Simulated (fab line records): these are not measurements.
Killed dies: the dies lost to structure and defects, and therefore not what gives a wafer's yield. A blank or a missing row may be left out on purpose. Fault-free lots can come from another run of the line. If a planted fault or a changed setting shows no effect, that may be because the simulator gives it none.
A struck lot beside a sound one / flow sky130 / 35 steps out of a route of 708
Sound: wafers L638.1, L638.3, L638.6. Wafers struck: L651.1, L651.3, L651.6. The cause comes at the end.
Per side, at each step with rows, come the tool, then ch with its chambers, and then its first start. Under that, the readings that differ: sound wafers / struck wafers / difference of the means / sigmas: that difference in standard deviations of wafers without a fault.
alike: same words and numbers on both sides, and readings whose means sit less than 2 such deviations apart. not compared: any withheld reading, any reading some wafer has no value for, any bound like >300 that may hide the same value, and any number with overlapping values for which the record gives no deviation.
Wherever a step has rows on one side only, a row that says differs or no value, or a row with sigmas, the two part there. Non-overlapping numbers with no deviation appear without sigmas and do not part them. Lack of a reading on every wafer of one side parts them only where that side has two or more wafers.

first, 10 steps without rows for these wafers: SKY_METAL3_DEHYDRATE_05 (time 60 s); SKY_METAL3_HMDS_06 (prime time 60 s); SKY_METAL3_COAT_07 (resist thk 60 nm); SKY_METAL3_COAT_08 (resist thk 1140 nm); SKY_METAL3_SOFTBAKE_09 (time 90 s); SKY_METAL3_EXPOSE_10 (exposes mask MM3, target cd 300 nm); SKY_METAL3_PEB_11; SKY_METAL3_DEVELOP_12 (develop time 60 s); SKY_METAL3_DESCUM_15 (chemistry O2, time 8 s); SKY_METAL3_ETCH_16 (etches BARC in N2/H2, stops on SiO2, time 88.2 s, target depth 60 nm).
SKY_METAL3_ETCH_17: etches SiO2 in C4F8/O2/Ar, stops on TiN, time 3.9 s, target depth 15 nm.
  sound on rie-diel-01 ch 1,3, day 38 13:22; struck on rie-diel-01 ch 0,1,3, day 42 16:14
  alike: oes-product-au
  not compared: rf-hours-counter-h
then, 23 steps without rows for these wafers: SKY_METAL3_METAL_ETCH_18 (etches the open film in Cl2/BCl3, stops on SiO2, target depth 845 nm, time 183.1 s); SKY_METAL3_STRIP_19 (strips in O2/N2); SKY_METAL3_STRIP_20 (strips in post etch residue remover, time 1200 s); SKY_METAL3_CLEAN_21 (cleans in IPA, time 180 s); SKY_METAL3_CLEAN_22 (cleans in O3/DIW); SKY_VIA3_HDPCVD_00 (deposits SiO2, target thk 1635 nm, time 272.5 s); SKY_VIA3_CMP_02 (polishes SiO2); SKY_VIA3_DEHYDRATE_04 (time 60 s); SKY_VIA3_HMDS_05 (prime time 60 s); SKY_VIA3_COAT_06 (resist thk 60 nm); SKY_VIA3_COAT_07 (resist thk 450 nm); SKY_VIA3_SOFTBAKE_08 (time 90 s); SKY_VIA3_EXPOSE_09 (exposes mask VIM3, target cd 200 nm); SKY_VIA3_PEB_10; SKY_VIA3_DEVELOP_11 (develop time 60 s); SKY_VIA3_ETCH_14 (etches BARC in N2/H2, stops on SiO2, time 45.9 s, target depth 60 nm); SKY_VIA3_ETCH_15 (etches SiO2 in C4F8/O2/Ar, stops on TiN, target depth 507 nm, time 78 s); SKY_VIA3_STRIP_16 (strips in O2/N2); SKY_VIA3_STRIP_17 (strips in post etch residue remover, time 1200 s); SKY_VIA3_CLEAN_18 (cleans in IPA, time 180 s); SKY_VIA3_CLEAN_19 (cleans in O3/DIW); SKY_VIA3_SPUTTER_20 (material TiN, target thk 20 nm, time 80 s); SKY_VIA3_CVD_21 (deposits W, target thk 390 nm, time 117.31 s).
-- the record jumps here: 7 days lie between the struck wafers' starts before and after (it left off in module VIA3 and takes up again in module PAD_OPEN, whose first step shown is number 708 of the route) --
SKY_PAD_OPEN_PROBE_99:
  struck on prober-02, day 49 04:33; sound on prober-02, day 45 20:11
reading=defect-limited-yield (%); sound=83.9 85.0 81.3; struck=72.8 71.3 74.6; difference=-10.5; sigmas=-5
reading=killed_at_M0_to_M3; sound=50 38 50; struck=80 101 86; difference=+43; sigmas=+6
reading=killed-dies; sound=79 74 92; struck=134 141 125; difference=+52; sigmas=+5
reading=killed-on-rim; sound=21 14 13; struck=29 19 38; difference=+13; sigmas=+3
reading=sort_bin_3_pad_short (%); sound=0.8 0.8 1.0; struck=3.0 5.3 4.3; difference=+3.3; sigmas=+8
reading=sort_bin_5_function (%); sound=10.2 9.3 11.2; struck=18.1 17.1 15.0; difference=+6.5; sigmas=+4
reading=sort-n-pass; sound=413 418 400; struck=358 351 367; difference=-52; sigmas=-5
reading=sort-yield-pct (%); sound=83.9 85.0 81.3; struck=72.8 71.3 74.6; difference=-10.5; sigmas=-5
reading=model.etest.tester.sort-n-pass; sound=413 418 400; struck=358 351 367; difference=-52; sigmas=
reading=model.etest.tester.sort-yield-pct (%); sound=83.94 84.96 81.3; struck=72.76 71.34 74.59; difference=-10.50; sigmas=
reading=model.etest.tester.sort_bin_5_pct (%); sound=10.16 9.35 11.18; struck=18.09 17.07 15.04; difference=+6.50; sigmas=
reading=model.etest.tester.sort_bin_3_pct (%); sound=0.813 0.813 1.016; struck=3.049 5.285 4.268; difference=+3.320; sigmas=
  alike: killed_at_M4_up, killed-at-contacts, killed-at-front-end, killed-at-other, killed-open, killed-short, sort_bin_6_memory

== WHERE THEY PART ==
At SKY_PAD_OPEN_PROBE_99 and nowhere else, as far as this record goes.

WHY: what the simulator had put in
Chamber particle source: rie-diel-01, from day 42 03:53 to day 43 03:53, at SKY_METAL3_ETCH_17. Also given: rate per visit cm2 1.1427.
